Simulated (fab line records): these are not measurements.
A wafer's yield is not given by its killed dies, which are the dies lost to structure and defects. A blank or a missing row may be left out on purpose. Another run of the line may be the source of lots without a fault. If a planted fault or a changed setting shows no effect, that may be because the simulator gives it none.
Which of the tools did it?    flow gf180mcu    7 lots with 21 wafers sampled at 3 steps, on a route of 602 steps

WHAT THE GAUGES READ, wafer by wafer
GF_NWELL_OVL_MEAS_07.
lot   measured     on          NWELL_OVL (nm)
L104  day 3 23:59  overlay-02  0.0 1.4 0.5
L106  day 4 12:43  overlay-01  -0.9 0.0 -1.2
L108  day 4 20:59  overlay-01  -1.3 -1.2 -1.5
L114  day 6 09:04  overlay-02  1.6 1.0 0.9
L119  day 7 13:07  overlay-02  0.3 0.4 -0.6
L122  day 8 00:46  overlay-02  -1.6 -0.8 -1.4
L124  day 8 13:34  overlay-02  1.4 0.8 -0.8

TOOL THAT RAN EACH LOT (tool first, then ch and the chambers of the sampled wafers, then the start)
lot   GF_STI_STRIP_15                     GF_DNWELL_SOFTBAKE_03
L104  plasmaAsher-01 ch 0,1, day 2 16:48  lithoTrack-01 ch 0, day 3 04:42
L106  plasmaAsher-04 ch 0,1, day 3 05:59  lithoTrack-01 ch 0, day 3 16:31
L108  plasmaAsher-04 ch 0,1, day 3 13:23  lithoTrack-03 ch 0, day 3 23:53
L114  plasmaAsher-01 ch 0,1, day 4 20:20  lithoTrack-01 ch 0, day 5 11:09
L119  plasmaAsher-01 ch 0,1, day 5 23:38  lithoTrack-03 ch 0, day 6 12:52
L122  plasmaAsher-01 ch 0, day 6 13:50    lithoTrack-03 ch 0, day 7 01:46
L124  plasmaAsher-02 ch 0,1, day 7 00:38  lithoTrack-03 ch 0, day 7 13:36
- GF_STI_STRIP_15: strips in O2/N2.
- GF_DNWELL_SOFTBAKE_03

THE ANSWER, worked out from the rows above alone
Rule: usual is defined by the lots themselves. The widest of any qualifying gaps counts: lots, ordered by their means at a reading, are off when they make up no more than a third of the lots, leave a main group of 4 or more, and stand apart from it by 3 or more times the standard deviation of that group's means. If all means in a main group match to the digits the tables above print for the reading, that group is not used. A lot without any number at a reading at which 4 lots or more have one is off too. The other lots that the step has rows for count as sound.
None of the lots is off at any reading shown; this tells nothing.

WHAT THE SIMULATOR HAD PUT IN
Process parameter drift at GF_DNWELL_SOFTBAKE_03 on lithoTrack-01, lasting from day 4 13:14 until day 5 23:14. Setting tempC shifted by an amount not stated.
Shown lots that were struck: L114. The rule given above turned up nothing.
